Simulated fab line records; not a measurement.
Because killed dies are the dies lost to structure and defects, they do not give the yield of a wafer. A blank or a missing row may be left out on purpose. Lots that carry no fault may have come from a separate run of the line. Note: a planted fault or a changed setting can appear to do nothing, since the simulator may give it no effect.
The tool behind it: which one? / flow sky130 / 12 lots with 36 wafers sampled at 3 steps, on a route of 708 steps

== WHAT EACH GAUGE READ, for each wafer ==
SKY_METAL2_CD_MEAS_15 targets a cd of 140 nm.
lot=L075; measured=day 36 00:07; on=cdSem-02; cdNm (nm)=137.2 140.2 138.4
lot=L077; measured=day 36 16:41; on=cdSem-02; cdNm (nm)=138.7 140.1 138.0
lot=L079; measured=day 37 10:38; on=cdSem-01; cdNm (nm)=137.5 137.3 138.1
lot=L082; measured=day 38 05:49; on=cdSem-02; cdNm (nm)=140.3 141.1 141.9
lot=L083; measured=day 38 15:35; on=cdSem-02; cdNm (nm)=138.0 139.0 140.5
lot=L086; measured=day 39 03:02; on=cdSem-01; cdNm (nm)=143.2 142.9 142.8
lot=L085; measured=day 39 05:56; on=cdSem-01; cdNm (nm)=141.4 140.2 140.8
lot=L089; measured=day 40 00:06; on=cdSem-01; cdNm (nm)=139.8 140.8 139.6
lot=L091; measured=day 40 15:59; on=cdSem-02; cdNm (nm)=141.3 140.2 143.2
lot=L094; measured=day 41 02:31; on=cdSem-02; cdNm (nm)=139.4 137.9 139.3
lot=L095; measured=day 41 14:20; on=cdSem-01; cdNm (nm)=138.4 138.3 139.7
lot=L097; measured=day 41 23:49; on=cdSem-02; cdNm (nm)=141.2 142.9 142.4

== EACH LOT AND THE TOOL THAT RAN IT (in order: tool; ch and the chambers of the sampled wafers; start) ==
lot=L075; SKY_METAL1_SPUTTER_00=pvdSputter-01, day 32 12:10; SKY_VIA1_SPUTTER_20=pvdSputter-04, day 34 20:45
lot=L077; SKY_METAL1_SPUTTER_00=pvdSputter-02, day 33 06:01; SKY_VIA1_SPUTTER_20=pvdSputter-01, day 35 13:52
lot=L079; SKY_METAL1_SPUTTER_00=pvdSputter-02, day 34 01:02; SKY_VIA1_SPUTTER_20=pvdSputter-04, day 36 08:11
lot=L082; SKY_METAL1_SPUTTER_00=pvdSputter-02, day 34 20:05; SKY_VIA1_SPUTTER_20=pvdSputter-02, day 37 03:07
lot=L083; SKY_METAL1_SPUTTER_00=pvdSputter-01, day 35 06:04; SKY_VIA1_SPUTTER_20=pvdSputter-04, day 37 13:19
lot=L086; SKY_METAL1_SPUTTER_00=pvdSputter-02, day 35 19:21; SKY_VIA1_SPUTTER_20=pvdSputter-01, day 38 01:33
lot=L085; SKY_METAL1_SPUTTER_00=pvdSputter-01, day 35 22:04; SKY_VIA1_SPUTTER_20=pvdSputter-01, day 38 04:20
lot=L089; SKY_METAL1_SPUTTER_00=pvdSputter-02, day 36 16:57; SKY_VIA1_SPUTTER_20=pvdSputter-02, day 38 22:51
lot=L091; SKY_METAL1_SPUTTER_00=pvdSputter-01, day 37 10:15; SKY_VIA1_SPUTTER_20=pvdSputter-02, day 39 14:55
lot=L094; SKY_METAL1_SPUTTER_00=pvdSputter-02, day 37 21:02; SKY_VIA1_SPUTTER_20=pvdSputter-04, day 40 01:33
lot=L095; SKY_METAL1_SPUTTER_00=pvdSputter-02, day 38 10:16; SKY_VIA1_SPUTTER_20=pvdSputter-04, day 40 13:54
lot=L097; SKY_METAL1_SPUTTER_00=pvdSputter-01, day 38 20:11; SKY_VIA1_SPUTTER_20=pvdSputter-04, day 40 23:22
- SKY_METAL1_SPUTTER_00: material Ti, target thk 15 nm, time 10 s.
- SKY_VIA1_SPUTTER_20: material TiN, target thk 20 nm, time 80 s.

== THE ANSWER, worked out from the rows above alone ==
Rule: what is usual is taken from the lots themselves. Put in order of their means at a reading, lots are off if they are a third of the lots or fewer, leave a main group of 4 or more, and stand apart from it by a gap of 3 or more times the standard deviation of the main group's means; of several such gaps the widest counts. A main group whose means are all the same, to the digits that the tables above print for the reading, isn't used. A lot without any number at a reading at which 4 lots or more have one is off too. Where the step has rows for the other lots, those lots are counted as sound.
Nothing can be told from this: no lot is off at any reading shown.

== WHAT HAD BEEN PUT IN BY THE SIMULATOR ==
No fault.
